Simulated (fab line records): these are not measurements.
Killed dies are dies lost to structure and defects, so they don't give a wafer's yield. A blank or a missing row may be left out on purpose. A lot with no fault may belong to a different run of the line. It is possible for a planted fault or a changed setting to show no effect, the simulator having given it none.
The same fault as seen by 2 desks -- flow sky130 -- only its own numbers are on each desk; what lay behind them is given at the end

## AT THE METROLOGY DESK
Lot by lot, what the gauges showed, no matter which tool ran the lot: averages of those sampled wafers that carry a number. The brackets show how far a lot's mean lies from the usual mean; more than 4 standard deviations puts the lot out of limits, marked OUT.
Columns: A = cdNm at SKY_METAL3_CD_MEAS_13, usual 299.6 nm; B = cdNm at SKY_VIA3_CD_MEAS_12, usual 200.3 nm
lot,first seen here,A,B
L434,day 38 04:14,299.1,199.2
L435,day 38 15:53,299.7,198.6
L438,day 40 05:42,298.3,198.7
L436,day 40 06:38,300.6,199.8
L437,day 40 07:27,300.4,199.4
L440,day 40 15:14,298.9,202.0
L446,day 41 19:11,299.1,181.9 (-13) OUT
L448,day 42 07:13,298.7,202.1
L449,day 42 16:58,301.2,201.5
L454,day 44 02:16,300.5,202.6
L455,day 44 05:28,300.3,198.9
L456,day 44 19:02,300.3,199.6
L457,day 44 20:48,301.5,201.0
This desk's finding: out of limits on L446; first on L446, day 42 20:05 (cdNm at SKY_VIA3_CD_MEAS_12). L434, L435, L438, L436, L437, L440, L448, L449, L454, L455, L456, L457 stayed within limits.

## AT THE TOOL OWNER'S DESK: krfScanner-01
The tool's own readings at SKY_VIA3_EXPOSE_09 (exposes mask VIM3, target cd 200 nm): means of the sampled wafers that have a number, for each lot that ran on this tool. The brackets show how far a lot's mean lies from the usual mean; more than 4 standard deviations puts the lot out of limits, marked OUT.
Columns: A = exposureDoseMJCm2 at SKY_VIA3_EXPOSE_09, usual 38.00; B = focusOffsetNm at SKY_VIA3_EXPOSE_09, usual 0.0 nm; C = reticleTempC at SKY_VIA3_EXPOSE_09, usual 23.01 C; D = stageVelMmS at SKY_VIA3_EXPOSE_09, usual 500.03 mm/s
lot,first seen here,A,B,C,D
L434,day 38 18:52,38.03,0.0,23.14,500.06
L435,day 39 05:59,38.03,-0.1,22.95,500.12
L438,day 40 19:56,37.93,0.6,23.03,499.99
L436,day 40 20:44,37.98,-0.2,23.09,500.09
L437,day 40 21:36,38.01,-0.1,23.01,499.94
L440,day 41 05:19,37.98,0.0,22.97,500.20
L446,day 42 09:19,37.97,-0.3,22.96,499.98
L454,day 44 16:05,38.02,0.2,23.01,500.35
L455,day 44 19:44,37.99,-0.9,23.01,499.92
L456,day 45 07:26,38.00,0.1,23.02,500.05
L457,day 45 09:26,38.03,0.3,22.93,499.95
Result from this desk: across the 11 lots, nothing is out of limits.

## BROUGHT TOGETHER
On L446, the metrology desk was in a position to raise an alarm at day 42 20:05.
Nothing out of limits was seen by the tool owner's desk.
On record at the tool owner's desk: L446, within its limits.
SKY_VIA3_EXPOSE_09 was run on krfScanner-01 by each of the lots named.

## WHAT HAD BEEN PUT IN BY THE SIMULATOR
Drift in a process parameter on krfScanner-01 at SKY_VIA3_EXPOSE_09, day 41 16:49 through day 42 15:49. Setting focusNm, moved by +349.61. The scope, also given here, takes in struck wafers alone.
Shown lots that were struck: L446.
Time in hours between the start of the fault and the first out-of-limits reading at each desk: metrology desk, 27.
